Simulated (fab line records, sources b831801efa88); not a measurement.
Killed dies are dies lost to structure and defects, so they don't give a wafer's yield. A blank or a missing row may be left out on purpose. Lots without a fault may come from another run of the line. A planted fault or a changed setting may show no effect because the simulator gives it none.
A struck lot beside a sound one | flow sky130 | 17 steps out of a route of 708
Sound: wafers L358.2, L358.5, L358.6. Struck: wafers L366.3, L366.4, L366.6. The cause comes at the end.
At each step with rows: each side's tool, then ch and its chambers, then its first start. Under that, the readings that differ: sound wafers | struck wafers | difference of the means | sigmas: that difference in standard deviations of wafers without a fault.
alike: readings whose means differ by less than 2 such deviations, and words and numbers that are the same on both sides. not compared: withheld readings, readings that some wafer has no value for, bounds like >300 that may hide the same value, and numbers for which the record gives no deviation and whose values overlap.
The two part at a step that has a row with sigmas, a row that says differs or no value, or rows on one side only. Numbers that don't overlap but have no deviation are shown without sigmas and don't part them. A reading that every wafer of one side lacks parts them only if that side has two wafers or more.

first, 1 step without rows for these wafers: SKY_SD_N_COAT_02 (resist thk 1140 nm).
SKY_SD_N_SOFTBAKE_03: time 61.49 s.
  sound on litho_track-04 ch 0, day 29 04:32; struck on litho_track-01 ch 0, day 31 23:38
  reading                | sound             | struck            | difference | sigmas
  resist_line_temp_C (C) | 22.77 22.75 22.79 | 23.22 23.07 22.96 | +0.31      | +3
  alike: plate_sensor_t_centre_C, plate_sensor_t_edge_C
then, 3 steps without rows for these wafers: SKY_SD_N_EXPOSE_04 (exposes mask NSDM, target cd 380 nm); SKY_SD_N_PEB_05; SKY_SD_N_DEVELOP_06 (develop time 60 s).
SKY_SD_N_CD_MEAS_07: target cd 380 nm.
  sound on cd_sem-01, day 29 18:49; struck on cd_sem-01, day 32 12:59
  alike: cd_nm
SKY_SD_N_OVL_MEAS_08:
  sound on overlay-01, day 29 18:55; struck on overlay-01, day 32 13:05
  alike: SD_N_OVL
then, 2 steps without rows for these wafers: SKY_SD_N_IMPLANT_09; SKY_SD_N_IMPLANT_10.
SKY_SD_N_STRIP_11: strips in O2/N2.
  sound on plasma_asher-03 ch 0,1, day 29 19:14; struck on plasma_asher-03 ch 0,1, day 32 13:26
  alike: drypump_motor_current_A, oes_product_au, strip_time_to_endpoint_s
  not compared: rf_hours_counter_h
SKY_SD_N_TW_MEAS_12:
  sound on film_metro-01, day 29 19:21; struck on film_metro-02, day 32 13:32
  alike: SD_N_TW
then, 1 step without rows for these wafers: SKY_SD_N_CLEAN_13 (cleans in SC1/SC2, time 150 s).
SKY_SD_N_RTA_14: time 2 s.
  sound on rtp_anneal-01 ch 0, day 29 19:28; struck on rtp_anneal-01 ch 0, day 32 13:38
  reading          | sound                | struck               | difference | sigmas
  wafer_temp_C_max | 1078.1 1080.5 1077.4 | 1085.1 1086.9 1084.4 | +6.8       | +5
  alike: lamp_power_pct
SKY_SD_N_RS_MEAS_16: measures by four-point-probe.
  sound on film_metro-01, day 29 19:39; struck on film_metro-01, day 32 13:50
  reading          | sound             | struck            | difference | sigmas
  SD_N_RS (ohm/sq) | 68.54 68.47 68.34 | 67.24 67.17 67.18 | -1.25      | -10
SKY_SD_N_RS_MEAS_17: measures by four-point-probe.
  sound on film_metro-01, day 29 19:46; struck on film_metro-01, day 32 13:57
  reading          | sound             | struck            | difference | sigmas
  SD_P_RS (ohm/sq) | 147.2 147.1 147.0 | 140.2 140.4 140.1 | -6.9       | -16
SKY_SD_N_RS_MEAS_18: measures by four-point-probe.
  sound on film_metro-01, day 29 19:53; struck on film_metro-01, day 32 14:04
  reading               | sound             | struck            | difference | sigmas
  RES_XHIGH_RS (ohm/sq) | 335.2 335.7 335.4 | 332.2 331.4 332.1 | -3.5       | -3
-- the record jumps here: 17 days lie between the struck wafers' starts before and after (it left off in module SD_N and takes up again in module PAD_OPEN, whose first step shown is number 708 of the route) --
SKY_PAD_OPEN_PROBE_99:
  the record has rows for the struck wafers here (prober-02, day 49 03:06) and none for the sound ones

WHERE THEY PART
First at SKY_SD_N_SOFTBAKE_03; last, within this record, at SKY_PAD_OPEN_PROBE_99.

WHY: what the simulator had put in
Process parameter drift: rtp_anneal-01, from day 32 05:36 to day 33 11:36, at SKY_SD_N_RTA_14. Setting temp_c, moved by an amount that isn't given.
